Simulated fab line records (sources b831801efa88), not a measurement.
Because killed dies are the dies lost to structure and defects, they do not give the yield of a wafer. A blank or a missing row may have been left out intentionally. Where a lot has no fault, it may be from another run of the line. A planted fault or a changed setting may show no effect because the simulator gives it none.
fab line records | flow gf180mcu
[record] lots = 13 | wafers = 39 | last_day = 34
route steps=602 shown HV_LDD@209 CONTACT@309 M1@315 V1@349
lots with no fault: from the same line, run without faults
start_h: hours from the record's opening day to when the first of the lot's shown wafers began | wait_h: time in hours since the lot's previous step | " as in the row above | L1.1+2: a row that stands for several wafers | - no value present, or no start provided | * or withheld: withheld | < > ~ a bound
route shown NAME@n: a module of which the file shows steps, and the number in the route of the first | usual: average and standard deviation across the fault-free wafers | same: alike in all rows | chamber/n: place in a boat | sites: per-site readings | _std_site: the standard deviation of these | _edge_site: outer sites' mean less inner sites' | radius_mm: how far each site lies from the wafer's centre | mask NAME#n: copy n | behind: the most recent tool/chamber to have shaped the wafer | hold: reason for holding the lot/hours on hold/outcome of the hold | device: names the non-switching transistor (n, p or np) | end of line: the same wafers' tests at the end of the route | a step with no rows: only its recipe | killed: at the first sort, the dies lost to defects and structure; wafer yield is something else | map: per-die view of a wafer (x killed, . not killed, _ where there is no die)
set.NAME: the run value of the setting; set.NAME@STEP: its run value at that earlier step | model.NAME: the simulator's own value behind a step, which no gauge read
a sample of lots followed through the steps of the route, with each step as a table and each wafer as a row
services: from which hour (start_h, from the record's first day; less than 0 if before it) a tool's chamber was out of use, for how many hours, and why
[[steps]]
[step GF_HV_LDD_IMPLANT_33]
[recipe] species = P | energy_kev = 60 | dose_cm2 = 7.5e+12 | tilt_deg = 30 | rotation_deg = 0
[usual] dose_ions_cm2 = 7.499e+12/7.9e+09 | faraday_current_uA = 42.2/0.95
lot.wafer | tool         | chamber | start_h | wait_h | dose_ions_cm2 | faraday_current_uA
L439.1    | implanter-03 | 0       | 249.54  | 0.0    | 7.504e+12     | 43.2
L439.2    | "            | 0       | "       | "      | 7.503e+12     | 42.7
L439.6    | "            | 0       | "       | "      | 7.506e+12     | 40.9
L440.1    | implanter-02 | 0       | 261.49  | 0.0    | 7.505e+12     | 43.5
L440.2    | "            | 0       | "       | "      | 7.515e+12     | 42.7
L440.3    | "            | 0       | "       | "      | 7.51e+12      | 42.3
L442.1    | implanter-04 | 0       | 277.14  | 0.0    | 7.498e+12     | 42.9
L442.4    | "            | 0       | "       | "      | 7.495e+12     | 42.4
L442.5    | "            | 0       | "       | "      | 7.488e+12     | 42.4
L443.1    | implanter-03 | 0       | 283.75  | 0.0    | 7.487e+12     | 44.2
L443.3    | "            | 0       | "       | "      | 7.499e+12     | 41.8
L443.4    | "            | 0       | "       | "      | 7.501e+12     | 41.3
L444.3    | implanter-04 | 0       | 293.50  | 0.1    | 7.5e+12       | 42.4
L444.5    | "            | 0       | "       | "      | 7.504e+12     | 41.2
L444.6    | "            | 0       | "       | "      | 7.492e+12     | 41.5
L450.1    | implanter-03 | 0       | 338.94  | 0.0    | 6.569e+12     | 36.6
L450.3    | "            | 0       | "       | "      | 6.586e+12     | 37.8
L450.4    | "            | 0       | "       | "      | 6.57e+12      | 37.7
L453.2    | implanter-03 | 0       | 360.82  | 0.0    | 6.571e+12     | 36.0
L453.4    | "            | 0       | "       | "      | 6.574e+12     | 36.4
L453.5    | "            | 0       | "       | "      | 6.576e+12     | 37.7
L455.1    | implanter-04 | 0       | 374.70  | 0.0    | 7.496e+12     | 40.3
L455.3    | "            | 0       | "       | "      | 7.494e+12     | 41.6
L455.4    | "            | 0       | "       | "      | 7.494e+12     | 42.2
L456.1    | implanter-04 | 0       | 387.69  | 0.0    | 7.496e+12     | 43.2
L456.3    | "            | 0       | "       | "      | 7.488e+12     | 42.9
L456.4    | "            | 0       | "       | "      | 7.498e+12     | 42.0
L459.1    | implanter-04 | 0       | 411.80  | 0.0    | 7.498e+12     | 41.6
L459.5    | "            | 0       | "       | "      | 7.488e+12     | 44.4
L459.6    | "            | 0       | "       | "      | 7.497e+12     | 43.2
L460.1    | implanter-04 | 0       | 419.80  | 0.0    | 7.502e+12     | 43.3
L460.3    | "            | 0       | "       | "      | 7.508e+12     | 42.9
L460.6    | "            | 0       | "       | "      | 7.512e+12     | 41.8
L461.2    | implanter-03 | 0       | 424.66  | 0.0    | 7.5e+12       | 41.7
L461.5    | "            | 0       | "       | "      | 7.511e+12     | 41.4
L461.6    | "            | 0       | "       | "      | 7.5e+12       | 40.9
L462.1    | implanter-04 | 0       | 429.95  | 0.0    | 7.492e+12     | 41.1
L462.3    | "            | 0       | "       | "      | 7.499e+12     | 43.1
L462.4    | "            | 0       | "       | "      | 7.505e+12     | 41.6
[step GF_HV_LDD_RS_MEAS_53]
[recipe] thk_meas_gauge = four-point-probe
[usual] HV_LDD_RS = 419.0/0.82
lot.wafer | tool          | chamber | start_h | wait_h | HV_LDD_RS[ohm/sq]
L439.1    | film_metro-04 | -       | 269.39  | 0.1    | 420.6
L439.2    | "             | -       | "       | "      | 419.6
L439.6    | "             | -       | "       | "      | 418.9
L440.1    | film_metro-03 | -       | 281.92  | 0.1    | 419.1
L440.2    | "             | -       | "       | "      | 419.7
L440.3    | "             | -       | "       | "      | 420.0
L442.1    | film_metro-04 | -       | 297.82  | 0.1    | 419.9
L442.4    | "             | -       | "       | "      | 418.8
L442.5    | "             | -       | "       | "      | 419.5
L443.1    | film_metro-03 | -       | 304.22  | 0.1    | 419.1
L443.3    | "             | -       | "       | "      | 417.5
L443.4    | "             | -       | "       | "      | 417.8
L444.3    | film_metro-04 | -       | 314.97  | 0.1    | 419.9
L444.5    | "             | -       | "       | "      | 419.8
L444.6    | "             | -       | "       | "      | 417.9
L450.1    | film_metro-04 | -       | 362.20  | 0.1    | 420.8
L450.3    | "             | -       | "       | "      | 421.2
L450.4    | "             | -       | "       | "      | 422.1
L453.2    | film_metro-04 | -       | 383.79  | 0.1    | 420.0
L453.4    | "             | -       | "       | "      | 422.1
L453.5    | "             | -       | "       | "      | 420.4
L455.1    | film_metro-03 | -       | 399.29  | 0.1    | 418.7
L455.3    | "             | -       | "       | "      | 418.4
L455.4    | "             | -       | "       | "      | 417.6
L456.1    | film_metro-04 | -       | 411.87  | 0.1    | 419.8
L456.3    | "             | -       | "       | "      | 420.0
L456.4    | "             | -       | "       | "      | 418.7
L459.1    | film_metro-04 | -       | 437.32  | 0.1    | 419.6
L459.5    | "             | -       | "       | "      | 420.1
L459.6    | "             | -       | "       | "      | 420.7
L460.1    | film_metro-01 | -       | 445.32  | 0.1    | 417.0
L460.3    | "             | -       | "       | "      | 418.7
L460.6    | "             | -       | "       | "      | 418.5
L461.2    | film_metro-03 | -       | 450.53  | 0.1    | 419.2
L461.5    | "             | -       | "       | "      | 417.7
L461.6    | "             | -       | "       | "      | 418.5
L462.1    | film_metro-01 | -       | 455.41  | 0.1    | 419.4
L462.3    | "             | -       | "       | "      | 419.1
L462.4    | "             | -       | "       | "      | 418.5
[step GF_CONTACT_SPUTTER_22]
[recipe] material = Ti | target_thk_nm = 15 | chamber_pressure_pa = 5 | power_w = 2500 | substrate_temp_c = 200 | time_s = 80.02
[usual] substrate_temp_c = 200.01/0.18 | throttle_valve_pct = 30.0/0.78
[same] time_s = 80.02
lot.wafer | tool           | chamber | start_h | wait_h | substrate_temp_c | throttle_valve_pct
L439.1    | pvd_sputter-03 | -       | 359.47  | 0.0    | 200.17           | 29.2
L439.2    | "              | -       | "       | "      | 200.02           | 29.0
L439.6    | "              | -       | "       | "      | 199.97           | 30.6
L440.1    | pvd_sputter-02 | -       | 372.87  | 0.0    | 199.86           | 29.5
L440.2    | "              | -       | "       | "      | 199.68           | 31.0
L440.3    | "              | -       | "       | "      | 199.85           | 30.2
L442.1    | pvd_sputter-03 | -       | 389.74  | 0.0    | 200.08           | 30.8
L442.4    | "              | -       | "       | "      | 199.92           | 30.6
L442.5    | "              | -       | "       | "      | 200.08           | 30.2
L443.1    | pvd_sputter-03 | -       | 395.65  | 0.0    | 200.06           | 30.6
L443.3    | "              | -       | "       | "      | 200.04           | 29.3
L443.4    | "              | -       | "       | "      | 200.12           | 30.4
L444.3    | pvd_sputter-01 | -       | 409.21  | 0.0    | 200.04           | 29.3
L444.5    | "              | -       | "       | "      | 200.17           | 29.1
L444.6    | "              | -       | "       | "      | 199.91           | 31.6
L450.1    | pvd_sputter-03 | -       | 462.41  | 0.0    | 199.76           | 30.3
L450.3    | "              | -       | "       | "      | 199.77           | 29.3
L450.4    | "              | -       | "       | "      | 200.10           | 28.7
L453.2    | pvd_sputter-01 | -       | 484.36  | 0.0    | 199.99           | 29.2
L453.4    | "              | -       | "       | "      | 200.18           | 29.8
L453.5    | "              | -       | "       | "      | 200.07           | 30.3
L455.1    | pvd_sputter-01 | -       | 502.16  | 0.0    | 200.11           | 31.4
L455.3    | "              | -       | "       | "      | 200.12           | 30.2
L455.4    | "              | -       | "       | "      | 200.04           | 29.3
L456.1    | pvd_sputter-01 | -       | 513.51  | 0.0    | 199.97           | 31.7
L456.3    | "              | -       | "       | "      | 199.90           | 29.8
L456.4    | "              | -       | "       | "      | 199.87           | 30.3
L459.1    | pvd_sputter-01 | -       | 538.62  | 0.0    | 199.85           | 29.9
L459.5    | "              | -       | "       | "      | 199.99           | 29.8
L459.6    | "              | -       | "       | "      | 199.84           | 31.6
L460.1    | pvd_sputter-03 | -       | 546.32  | 0.0    | 199.90           | 30.8
L460.3    | "              | -       | "       | "      | 200.42           | 29.2
L460.6    | "              | -       | "       | "      | 200.23           | 29.4
L461.2    | pvd_sputter-02 | -       | 552.31  | 0.0    | 200.42           | 30.6
L461.5    | "              | -       | "       | "      | 200.27           | 30.5
L461.6    | "              | -       | "       | "      | 200.22           | 30.5
L462.1    | pvd_sputter-02 | -       | 557.00  | 0.0    | 200.35           | 30.7
L462.3    | "              | -       | "       | "      | 199.85           | 29.7
L462.4    | "              | -       | "       | "      | 200.10           | 30.3
[step GF_M1_SPUTTER_00]
[recipe] material = Ti | target_thk_nm = 37.5 | arriving_ion_energy_ev = 80 | substrate_temp_c = 200 | chamber_pressure_pa = 2 | power_w = 4000 | time_s = 150
[usual] substrate_temp_c = 199.99/0.18 | throttle_valve_pct = 29.7/1.4
[same] time_s = 150
lot.wafer | tool           | chamber | start_h | wait_h | substrate_temp_c | throttle_valve_pct
L439.1    | pvd_sputter-04 | -       | 360.15  | 0.1    | 199.68           | 32.3
L439.2    | "              | -       | "       | "      | 199.78           | 30.1
L439.6    | "              | -       | "       | "      | 199.93           | 27.6
L440.1    | pvd_sputter-03 | -       | 373.55  | 0.2    | 200.20           | 30.8
L440.2    | "              | -       | "       | "      | 199.96           | 29.5
L440.3    | "              | -       | "       | "      | 199.82           | 28.7
L442.1    | pvd_sputter-04 | -       | 390.42  | 0.1    | 199.99           | 27.1
L442.4    | "              | -       | "       | "      | 200.06           | 29.9
L442.5    | "              | -       | "       | "      | 200.02           | 27.9
L443.1    | pvd_sputter-04 | -       | 396.33  | 0.2    | 200.21           | 27.5
L443.3    | "              | -       | "       | "      | 199.96           | 30.3
L443.4    | "              | -       | "       | "      | 199.78           | 27.3
L444.3    | pvd_sputter-02 | -       | 409.89  | 0.1    | 200.27           | 30.4
L444.5    | "              | -       | "       | "      | 199.81           | 30.3
L444.6    | "              | -       | "       | "      | 200.05           | 30.6
L450.1    | pvd_sputter-04 | -       | 463.09  | 0.2    | 199.92           | 32.6
L450.3    | "              | -       | "       | "      | 200.13           | 27.4
L450.4    | "              | -       | "       | "      | 199.86           | 27.8
L453.2    | pvd_sputter-02 | -       | 485.04  | 0.2    | 200.18           | 30.9
L453.4    | "              | -       | "       | "      | 199.78           | 29.8
L453.5    | "              | -       | "       | "      | 199.97           | 29.6
L455.1    | pvd_sputter-03 | -       | 502.84  | 0.2    | 199.88           | 29.5
L455.3    | "              | -       | "       | "      | 200.21           | 30.3
L455.4    | "              | -       | "       | "      | 199.88           | 28.8
L456.1    | pvd_sputter-02 | -       | 514.19  | 0.2    | 200.03           | 29.4
L456.3    | "              | -       | "       | "      | 199.95           | 30.9
L456.4    | "              | -       | "       | "      | 199.77           | 31.2
L459.1    | pvd_sputter-03 | -       | 539.30  | 0.1    | 199.83           | 28.9
L459.5    | "              | -       | "       | "      | 199.66           | 30.5
L459.6    | "              | -       | "       | "      | 200.02           | 30.5
L460.1    | pvd_sputter-02 | -       | 547.00  | 0.1    | 200.08           | 30.9
L460.3    | "              | -       | "       | "      | 200.14           | 30.6
L460.6    | "              | -       | "       | "      | 199.87           | 30.1
L461.2    | pvd_sputter-03 | -       | 552.99  | 0.2    | 200.23           | 29.0
L461.5    | "              | -       | "       | "      | 200.17           | 28.8
L461.6    | "              | -       | "       | "      | 199.98           | 28.9
L462.1    | pvd_sputter-03 | -       | 557.68  | 0.2    | 200.03           | 30.6
L462.3    | "              | -       | "       | "      | 200.04           | 30.5
L462.4    | "              | -       | "       | "      | 199.87           | 29.2
[step GF_V1_CD_MEAS_14]
[recipe] target_cd_nm = 260
[usual] cd_nm = 259.5/1.6
lot.wafer | tool      | chamber | start_h | wait_h | cd_nm
L439.1    | cd_sem-01 | -       | 407.68  | 0.1    | 260.3
L439.2    | "         | -       | "       | "      | 259.6
L439.6    | "         | -       | "       | "      | 257.5
L440.1    | cd_sem-02 | -       | 421.03  | 0.1    | 261.8
L440.2    | "         | -       | "       | "      | 262.8
L440.3    | "         | -       | "       | "      | 261.9
L442.1    | cd_sem-02 | -       | 439.68  | 0.1    | 261.5
L442.4    | "         | -       | "       | "      | 261.4
L442.5    | "         | -       | "       | "      | 260.8
L443.1    | cd_sem-02 | -       | 445.38  | 0.1    | 259.6
L443.3    | "         | -       | "       | "      | 260.7
L443.4    | "         | -       | "       | "      | 260.0
L444.3    | cd_sem-02 | -       | 459.52  | 0.1    | 260.3
L444.5    | "         | -       | "       | "      | 260.7
L444.6    | "         | -       | "       | "      | 260.5
L450.1    | cd_sem-01 | -       | 511.53  | 0.1    | 260.9
L450.3    | "         | -       | "       | "      | 260.3
L450.4    | "         | -       | "       | "      | 261.6
L453.2    | cd_sem-01 | -       | 533.10  | 0.1    | 257.8
L453.4    | "         | -       | "       | "      | 256.4
L453.5    | "         | -       | "       | "      | 257.8
L455.1    | cd_sem-01 | -       | 550.23  | 0.1    | 256.2
L455.3    | "         | -       | "       | "      | 258.2
L455.4    | "         | -       | "       | "      | 257.7
L456.1    | cd_sem-02 | -       | 560.83  | 0.1    | 258.7
L456.3    | "         | -       | "       | "      | 257.4
L456.4    | "         | -       | "       | "      | 258.7
L459.1    | cd_sem-01 | -       | 584.43  | 0.1    | 259.7
L459.5    | "         | -       | "       | "      | 260.8
L459.6    | "         | -       | "       | "      | 260.3
L460.1    | cd_sem-01 | -       | 591.88  | 0.1    | 262.0
L460.3    | "         | -       | "       | "      | 261.2
L460.6    | "         | -       | "       | "      | 260.0
L461.2    | cd_sem-02 | -       | 599.15  | 0.1    | 257.3
L461.5    | "         | -       | "       | "      | 258.7
L461.6    | "         | -       | "       | "      | 258.7
L462.1    | cd_sem-02 | -       | 602.58  | 0.1    | 260.4
L462.3    | "         | -       | "       | "      | 259.8
L462.4    | "         | -       | "       | "      | 260.5
[[services]]
tool           | chamber | start_h | hours | kind
implanter-04   | -       | 247.54  | 5.3   | pm
pvd_sputter-01 | -       | 257.74  | 1.9   | repair
implanter-02   | -       | 270.82  | 16.8  | repair
implanter-02   | -       | 290.25  | 4.1   | repair
implanter-02   | -       | 294.93  | 7.6   | repair
implanter-04   | -       | 296.76  | 19.1  | pm
pvd_sputter-02 | -       | 308.76  | 1.1   | repair
implanter-04   | -       | 326.38  | 4.4   | repair
implanter-02   | -       | 337.00  | 2.7   | pm
implanter-03   | -       | 363.59  | 1.6   | repair
implanter-03   | -       | 376.63  | 4.1   | pm
implanter-03   | -       | 382.96  | 1.6   | repair
pvd_sputter-04 | -       | 398.94  | 3.2   | repair
pvd_sputter-01 | -       | 400.45  | 1.4   | repair
pvd_sputter-01 | -       | 412.27  | 0.6   | repair
pvd_sputter-02 | -       | 412.52  | 1.1   | repair
pvd_sputter-01 | -       | 438.60  | 2.9   | repair
implanter-04   | -       | 446.37  | 6.5   | pm
implanter-03   | -       | 462.08  | 13.7  | pm
pvd_sputter-03 | -       | 509.71  | 2.5   | repair
implanter-04   | -       | 513.30  | 6.5   | repair
pvd_sputter-01 | -       | 533.63  | 1.5   | repair
pvd_sputter-02 | -       | 535.81  | 6.8   | repair
pvd_sputter-01 | -       | 551.98  | 7.7   | repair
[[key]]
[first_sign] step = GF_HV_LDD_IMPLANT_33 | reading = dose_ions_cm2 | direction = down | sigmas = 99+ | usual = 7.499e+12 | struck = 6.574e+12
[effect] step = GF_HV_LDD_IMPLANT_33 | reading = faraday_current_uA | direction = down | sigmas = 5.4 | usual = 42.2 | struck = 37.0
[effect] step = GF_HV_LDD_RS_MEAS_53 | reading = HV_LDD_RS | direction = up | sigmas = 2.6 | usual = 419.0 | struck = 421.1
met_at GF_HV_LDD_IMPLANT_33
struck_lots L450,L453
tester_left_out L450,L453
not_acting_at GF_CONTACT_SPUTTER_22,GF_M1_SPUTTER_00,GF_V1_CD_MEAS_14
onset_between 283.75 338.94
[fault] kind = process_parameter_drift | tool = implanter-03 | chamber = - | onset_h = 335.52 | steps = GF_HV_LDD_IMPLANT_33 | channel = dose_cm2 | offset = -9.2289e+11 | shape = step | end_h = 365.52 | acts_in = these_recipes_only | stated = 7.5e+12
// tester_left_out: of these lots the tester's yield and bins aren't shown, on N5 and GAA mostly nor the transistor test; their killed dies are dies lost to structure and defects alone, not to doping, threshold or leakage, so they don't give the yield
